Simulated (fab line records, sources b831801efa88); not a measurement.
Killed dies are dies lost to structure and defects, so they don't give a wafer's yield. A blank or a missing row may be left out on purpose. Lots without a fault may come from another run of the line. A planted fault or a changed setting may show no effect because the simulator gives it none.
Which tool did it? | flow sky130 | 13 lots, 39 wafers sampled, at 1 step of a route of 708

WHAT THE GAUGES READ, wafer by wafer
SKY_SD_N_TW_MEAS_12.
lot  | measured     | on            | SD_N_TW
L376 | day 27 11:59 | film_metro-04 | 4040 4066 4052
L378 | day 28 17:37 | film_metro-01 | 3969 3962 3982
L379 | day 29 01:16 | film_metro-01 | 3995 3989 3991
L380 | day 29 07:59 | film_metro-01 | 3985 3976 3990
L381 | day 29 19:20 | film_metro-01 | 4000 4006 3986
L382 | day 30 03:29 | film_metro-01 | 3994 3982 3990
L384 | day 30 19:14 | film_metro-01 | 3965 3983 3962
L383 | day 30 20:50 | film_metro-04 | 4005 4021 3998
L389 | day 32 13:31 | film_metro-02 | 3906 3921 3893
L391 | day 33 08:17 | film_metro-04 | 4009 3997 4005
L394 | day 34 02:19 | film_metro-04 | 4076 4052 4065
L396 | day 34 12:20 | film_metro-04 | 4057 4063 4068
L397 | day 34 16:27 | film_metro-01 | 3980 3959 3980

WHICH TOOL RAN EACH LOT (tool, then ch and the chambers of the sampled wafers, then the start)
The record holds no process step before these readings.

WHAT THE TOOLS THEMSELVES READ (means of the sampled wafers that have a number; where no wafer has one, the mark that the record gives instead)
The record holds no such reading with a usual standard deviation.

THE ANSWER, worked out from the rows above alone
Rule: what is usual is taken from the lots themselves. Put in order of their means at a reading, lots are off if they are a third of the lots or fewer, leave a main group of 4 or more, and stand apart from it by a gap of 3 or more times the standard deviation of the main group's means; of several such gaps the widest counts. A main group whose means are all the same, to the digits that the tables above print for the reading, isn't used. A lot without any number at a reading at which 4 lots or more have one is off too. The other lots that the step has rows for count as sound. The gauges are gone through in route order, then the tools' own readings, and for those a lot's mean is taken as printed above. The first step at which some lot is off is used, and at that step the reading that is off furthest; a lot without a number counts as furthest.
No lot is off at any reading shown: from this, nothing can be told.

WHAT THE SIMULATOR HAD PUT IN
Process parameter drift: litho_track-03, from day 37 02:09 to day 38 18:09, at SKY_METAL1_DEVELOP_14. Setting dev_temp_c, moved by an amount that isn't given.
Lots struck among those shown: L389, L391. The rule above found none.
